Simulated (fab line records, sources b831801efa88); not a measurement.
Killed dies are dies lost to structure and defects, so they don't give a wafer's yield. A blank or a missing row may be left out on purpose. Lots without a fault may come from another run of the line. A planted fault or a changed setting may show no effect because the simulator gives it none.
One fault seen from 2 desks | flow sky130 | each desk has only its own numbers; what lay behind them comes last

THE METROLOGY DESK
What the gauges read, lot by lot, whatever tool the lot ran on: means of the sampled wafers that have a number. A lot is out of limits, marked OUT, if its mean lies more than 4 standard deviations from the usual mean; the brackets give that distance.
Columns: A = VT_ADJUST_LVTN_2_TW at SKY_VT_ADJUST_LVTN_TW_MEAS_21, usual 189.7; B = SONOS_TUNNEL_TW at SKY_SONOS_TUNNEL_TW_MEAS_12, usual 198; C = CONTACT_CVD_00_THK at SKY_CONTACT_THK_MEAS_01, usual 75.4 nm
lot  | first seen here | A     | B              | C
L389 | day 7 20:29     | 191.2 | 193            | 76.4
L390 | day 8 03:18     | 191.9 | 202            | 74.8
L391 | day 8 11:38     | 191.8 | 201            | 75.9
L392 | day 8 20:23     | 190.9 | 201            | 75.2
L394 | day 9 03:57     | 191.4 | 201            | 76.3
L395 | day 9 11:14     | 191.2 | 200            | 75.4
L398 | day 10 12:11    | 190.6 | 193            | 74.4
L399 | day 10 17:53    | 190.7 | 193            | 74.9
L401 | day 11 04:56    | 191.6 | 200            | 74.8
L405 | day 12 08:01    | 191.5 | 184 (-4.4) OUT | 76.0
L406 | day 12 11:46    | 190.9 | 192            | 75.3
L407 | day 12 19:58    | 190.1 | 201            | 75.1
This desk's finding: out of limits on L405; first on L405, day 16 19:31 (SONOS_TUNNEL_TW at SKY_SONOS_TUNNEL_TW_MEAS_12). In limits: L389, L390, L391, L392, L394, L395, L398, L399, L401, L406, L407.

THE TOOL OWNER'S DESK: implanter-03
The tool's own readings at SKY_SONOS_TUNNEL_IMPLANT_09: means of the sampled wafers that have a number, for each lot that ran on this tool. A lot is out of limits, marked OUT, if its mean lies more than 4 standard deviations from the usual mean; the brackets give that distance.
Columns: A = beam_energy_keV at SKY_SONOS_TUNNEL_IMPLANT_09, usual 20.311; B = beam_on_s at SKY_SONOS_TUNNEL_IMPLANT_09, usual 10.01 s; C = dose_ions_cm2 at SKY_SONOS_TUNNEL_IMPLANT_09, usual 1.0001e+12; D = faraday_current_uA at SKY_SONOS_TUNNEL_IMPLANT_09, usual 5.63
lot  | first seen here | A      | B               | C          | D
L391 | day 12 03:41    | 20.307 | 9.99            | 9.9860e+11 | 5.64
L394 | day 13 00:46    | 20.309 | 10.06           | 1.0001e+12 | 5.60
L395 | day 13 08:00    | 20.313 | 9.94            | 9.9993e+11 | 5.67
L399 | day 14 22:37    | 20.314 | 10.00           | 9.9923e+11 | 5.65
L401 | day 15 11:42    | 20.313 | 9.93            | 9.9930e+11 | 5.69
L405 | day 16 19:05    | 20.305 | 8.40 (-8.5) OUT | 9.9993e+11 | 6.71 (+9.8) OUT
L406 | day 16 21:58    | 20.302 | 8.37 (-8.6) OUT | 9.9950e+11 | 6.74 (+10) OUT
This desk's finding: out of limits on L405, L406; first on L405, day 16 19:05 (beam_on_s at SKY_SONOS_TUNNEL_IMPLANT_09). In limits: L391, L394, L395, L399, L401.

PUT TOGETHER
The tool owner's desk could have raised an alarm at day 16 19:05, on L405, L406.
The metrology desk could have raised an alarm at day 16 19:31, on L405.
The metrology desk has L406 on record, within its limits.
Of the lots named, all ran SKY_SONOS_TUNNEL_IMPLANT_09 on implanter-03.

WHAT THE SIMULATOR HAD PUT IN
Process parameter drift: implanter-03, from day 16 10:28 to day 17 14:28, at SKY_SONOS_TUNNEL_IMPLANT_09. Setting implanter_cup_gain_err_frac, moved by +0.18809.
Lots struck among those shown: L405, L406.
Hours from the fault's start to each desk's first reading out of limits: the tool owner's desk, 9; the metrology desk, 9.
